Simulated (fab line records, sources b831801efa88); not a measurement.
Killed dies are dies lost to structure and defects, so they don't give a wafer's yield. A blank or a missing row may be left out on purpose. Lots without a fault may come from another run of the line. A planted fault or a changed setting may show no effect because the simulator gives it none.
One fault seen from 2 desks | flow gf180mcu | each desk has only its own numbers; what lay behind them comes last

THE METROLOGY DESK
What the gauges read, lot by lot, whatever tool the lot ran on: means of the sampled wafers that have a number. A lot is out of limits, marked OUT, if its mean lies more than 4 standard deviations from the usual mean; the brackets give that distance.
Columns: A = V5_W_RS at GF_V5_RS_MEAS_24, usual 0.327 ohm/sq
lot  | first seen here | A
L104 | day 27 03:03    | 0.325
L105 | day 27 15:00    | 0.329
L106 | day 27 20:02    | 0.324
L107 | day 28 04:58    | 0.330
L108 | day 28 21:26    | 0.331
L109 | day 29 04:15    | 0.327
L111 | day 29 20:02    | 0.331
L112 | day 29 22:19    | 0.327
L113 | day 30 05:00    | 0.322
L118 | day 31 17:39    | 0.329
L123 | day 32 21:10    | 0.330
L124 | day 32 23:51    | 0.328
This desk's finding: nothing out of limits on any of the 12 lots.

THE TOOL OWNER'S DESK: cmp-02
The tool's own readings at GF_V4_CMP_26 (polishes, stops on SiO2, t overpolish 15 s, target thk 0 nm): means of the sampled wafers that have a number, for each lot that ran on this tool. A lot is out of limits, marked OUT, if its mean lies more than 4 standard deviations from the usual mean; the brackets give that distance.
Columns: A = motor_current_A at GF_V4_CMP_26, usual 11.7 A; B = overpolish_run_s at GF_V4_CMP_26, usual 14.999 s; C = platen_rpm at GF_V4_CMP_26, usual 59.99 rpm; D = time_to_endpoint_s at GF_V4_CMP_26, usual 83 s
lot  | first seen here | A    | B      | C     | D
L105 | day 24 21:04    | 10.3 | 14.997 | 59.99 | 83
L107 | day 25 12:17    | 10.4 | 15.005 | 59.97 | 83
L108 | day 26 06:26    | 12.1 | 14.997 | 60.00 | 83
L111 | day 27 06:22    | 12.3 | 15.002 | 59.99 | 85
L112 | day 27 08:52    | 11.7 | 14.996 | 60.01 | 84
L113 | day 27 15:50    | 11.8 | 15.003 | 59.99 | 83
L118 | day 29 06:11    | 11.6 | 15.001 | 59.98 | 86
This desk's finding: nothing out of limits on any of the 7 lots.

PUT TOGETHER
The metrology desk saw nothing out of limits.
The tool owner's desk saw nothing out of limits.

WHAT THE SIMULATOR HAD PUT IN
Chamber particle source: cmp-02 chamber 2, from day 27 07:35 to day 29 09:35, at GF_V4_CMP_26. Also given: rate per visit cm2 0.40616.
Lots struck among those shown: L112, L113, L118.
